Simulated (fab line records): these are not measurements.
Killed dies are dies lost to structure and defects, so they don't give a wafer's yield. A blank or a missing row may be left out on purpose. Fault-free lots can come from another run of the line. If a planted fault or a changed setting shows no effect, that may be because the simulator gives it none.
Which tool did it? -- flow gf180mcu -- Sampling: 24 lots, 72 wafers, 4 of 602 route steps

## WHAT EACH GAUGE READ, for each wafer
GF_VT_IMPLANT_OVL_MEAS_07.
lot,measured,on,VT_IMPLANT_OVL (nm)
L074,day 5 14:37,overlay-01,-1.7 -0.3 -0.4
L075,day 5 21:32,overlay-01,-1.9 -0.9 0.6
L076,day 6 01:44,overlay-02,0.3 1.1 0.7
L077,day 6 10:07,overlay-02,1.2 1.9 1.9
L078,day 6 16:21,overlay-01,-2.1 1.4 -0.7
L079,day 6 21:59,overlay-02,-0.4 -1.4 -0.5
L080,day 7 06:16,overlay-02,0.1 2.3 2.0
L081,day 7 09:41,overlay-01,0.3 1.0 1.5
L082,day 7 17:12,overlay-02,-1.0 0.4 -0.7
L083,day 7 21:51,overlay-01,-0.7 -1.4 0.8
L084,day 8 03:45,overlay-02,1.5 -0.3 4.5
L085,day 8 12:43,overlay-01,-1.2 0.0 0.3
L086,day 8 15:54,overlay-01,3.9 1.7 0.6
L087,day 8 21:41,overlay-01,0.9 -0.5 -0.6
L088,day 9 03:26,overlay-01,-2.3 -0.3 -1.5
L089,day 9 12:39,overlay-01,1.5 -2.2 0.3
L090,day 9 17:18,overlay-02,0.1 0.9 3.4
L091,day 9 22:22,overlay-01,0.0 -0.6 -0.1
L092,day 10 07:59,overlay-02,-0.6 -1.2 -0.8
L093,day 10 13:40,overlay-01,-0.9 -1.1 0.5
L094,day 10 18:34,overlay-01,1.3 -0.8 0.3
L095,day 11 04:05,overlay-02,1.1 1.8 0.4
L096,day 11 06:26,overlay-01,-0.4 -0.5 -0.6
L097,day 11 14:32,overlay-01,1.8 0.4 2.0

GF_V2_THK_MEAS_01.
lot,measured,on,V2_CVD_00_THK (nm)
L074,day 19 03:56,film_metro-04,595 603 598
L075,day 19 10:35,film_metro-02,604 606 604
L076,day 19 23:37,film_metro-03,610 600 602
L077,day 20 10:54,film_metro-04,600 599 605
L078,day 21 00:14,film_metro-04,596 601 597
L079,day 21 03:58,film_metro-03,598 605 597
L080,day 21 15:16,film_metro-02,602 598 597
L081,day 22 04:21,film_metro-02,603 598 599
L082,day 22 07:11,film_metro-02,598 600 604
L083,day 22 12:30,film_metro-04,599 596 602
L084,day 22 21:16,film_metro-03,604 596 609
L085,day 23 10:20,film_metro-02,606 608 607
L086,day 23 16:47,film_metro-04,597 593 602
L087,day 24 00:41,film_metro-03,603 600 599
L088,day 24 07:13,film_metro-03,600 598 598
L089,day 24 20:49,film_metro-02,604 596 601
L090,day 25 01:12,film_metro-04,609 604 605
L091,day 25 09:16,film_metro-04,612 616 607
L092,day 25 17:23,film_metro-04,594 587 595
L093,day 25 21:43,film_metro-04,596 603 591
L094,day 26 08:35,film_metro-04,598 592 595
L095,day 26 17:29,film_metro-02,597 598 591
L096,day 26 23:17,film_metro-02,601 598 593
L097,day 27 08:29,film_metro-04,604 605 606

GF_V2_CD_MEAS_14 targets a cd of 260 nm.
lot,measured,on,cd_nm (nm)
L074,day 20 04:51,cd_sem-01,261.1 260.5 260.8
L075,day 20 11:26,cd_sem-01,260.1 259.1 260.0
L076,day 21 00:08,cd_sem-01,258.8 258.4 258.4
L077,day 21 11:18,cd_sem-02,258.3 258.4 258.2
L078,day 21 23:58,cd_sem-02,260.8 260.9 260.2
L079,day 22 04:13,cd_sem-02,258.1 258.8 258.8
L080,day 22 15:11,cd_sem-01,260.6 260.1 259.9
L081,day 23 04:14,cd_sem-02,258.9 259.7 260.4
L082,day 23 07:23,cd_sem-02,260.0 260.2 260.9
L083,day 23 12:27,cd_sem-02,259.0 260.1 260.0
L084,day 23 20:52,cd_sem-02,262.0 260.7 262.2
L085,day 24 09:41,cd_sem-02,260.6 259.5 259.7
L086,day 24 15:26,cd_sem-02,260.6 258.8 261.2
L087,day 24 23:44,cd_sem-02,258.7 258.3 258.6
L088,day 25 06:29,cd_sem-02,261.0 260.5 260.1
L089,day 25 18:44,cd_sem-02,261.6 260.2 262.1
L090,day 25 23:20,cd_sem-02,258.7 259.1 258.8
L091,day 26 07:17,cd_sem-02,260.0 262.1 261.0
L092,day 26 14:53,cd_sem-02,263.0 261.3 260.5
L093,day 26 19:13,cd_sem-02,260.1 260.7 260.2
L094,day 27 05:44,cd_sem-02,260.6 260.2 260.3
L095,day 27 13:46,cd_sem-02,261.3 260.4 260.8
L096,day 27 20:14,cd_sem-02,258.4 260.1 259.5
L097,day 28 04:59,cd_sem-02,258.3 260.3 259.0

## EACH LOT AND THE TOOL THAT RAN IT (in order: tool; ch and the chambers of the sampled wafers; start)
lot,GF_M2_SPUTTER_04
L074,"pvd_sputter-04, day 18 03:11"
L075,"pvd_sputter-02, day 18 09:29"
L076,"pvd_sputter-04, day 18 21:59"
L077,"pvd_sputter-04, day 19 09:40"
L078,"pvd_sputter-02, day 19 23:26"
L079,"pvd_sputter-02, day 20 03:37"
L080,"pvd_sputter-04, day 20 14:17"
L081,"pvd_sputter-02, day 21 04:16"
L082,"pvd_sputter-02, day 21 06:52"
L083,"pvd_sputter-04, day 21 12:36"
L084,"pvd_sputter-02, day 21 21:41"
L085,"pvd_sputter-03, day 22 10:22"
L086,"pvd_sputter-04, day 22 16:41"
L087,"pvd_sputter-02, day 23 00:35"
L088,"pvd_sputter-03, day 23 07:11"
L089,"pvd_sputter-02, day 23 21:38"
L090,"pvd_sputter-02, day 24 02:02"
L091,"pvd_sputter-04, day 24 10:59"
L092,"pvd_sputter-04, day 24 18:46"
L093,"pvd_sputter-03, day 24 22:48"
L094,"pvd_sputter-02, day 25 10:17"
L095,"pvd_sputter-04, day 25 19:35"
L096,"pvd_sputter-02, day 26 01:58"
L097,"pvd_sputter-03, day 26 10:44"
- GF_M2_SPUTTER_04: material TiN, target thk 50 nm, time 41.7 s.

## AS READ BY THE TOOLS THEMSELVES (means over the sampled wafers that have a number; for cases with no such wafer, the mark the record gives instead)
GF_M2_SPUTTER_04.
lot,tool,cathode_dc_power_W (W),throttle_valve_pct (%)
L074,pvd_sputter-04,6499.8,30.0
L075,pvd_sputter-02,6499.6,30.3
L076,pvd_sputter-04,6500.0,30.3
L077,pvd_sputter-04,6500.2,30.9
L078,pvd_sputter-02,6499.9,31.1
L079,pvd_sputter-02,6499.9,30.4
L080,pvd_sputter-04,6501.2,30.7
L081,pvd_sputter-02,6500.4,29.9
L082,pvd_sputter-02,6498.8,30.7
L083,pvd_sputter-04,6499.7,30.1
L084,pvd_sputter-02,6499.9,29.9
L085,pvd_sputter-03,6499.8,29.7
L086,pvd_sputter-04,6500.4,31.0
L087,pvd_sputter-02,6499.6,30.2
L088,pvd_sputter-03,6499.7,29.9
L089,pvd_sputter-02,6497.8,31.0
L090,pvd_sputter-02,6499.8,31.2
L091,pvd_sputter-04,6501.1,30.7
L092,pvd_sputter-04,6500.1,30.2
L093,pvd_sputter-03,6500.4,29.6
L094,pvd_sputter-02,6499.4,30.2
L095,pvd_sputter-04,6499.7,30.6
L096,pvd_sputter-02,6500.2,30.8
L097,pvd_sputter-03,6500.3,30.8

## THE ANSWER, worked out from the rows above alone
Rule: the lots themselves supply what counts as usual. The widest of any qualifying gaps counts: lots, ordered by their means at a reading, are off when they make up no more than a third of the lots, leave a main group of 4 or more, and stand apart from it by 3 or more times the standard deviation of that group's means. The tables above print the reading to a certain number of digits; a main group whose means all agree to those digits is not used. A lot without any number at a reading at which 4 lots or more have one is off too. Any other lot the step has rows for is counted as sound. After the gauges, taken in route order, come the tools' own readings; for these a lot's mean is taken, as printed above. The first step at which some lot is off is used, and at that step the reading that is off furthest; a lot without a number counts as furthest.
No lot is off on any of the readings shown, so nothing can be concluded from this.

## WHAT THE SIMULATOR HAD INSERTED
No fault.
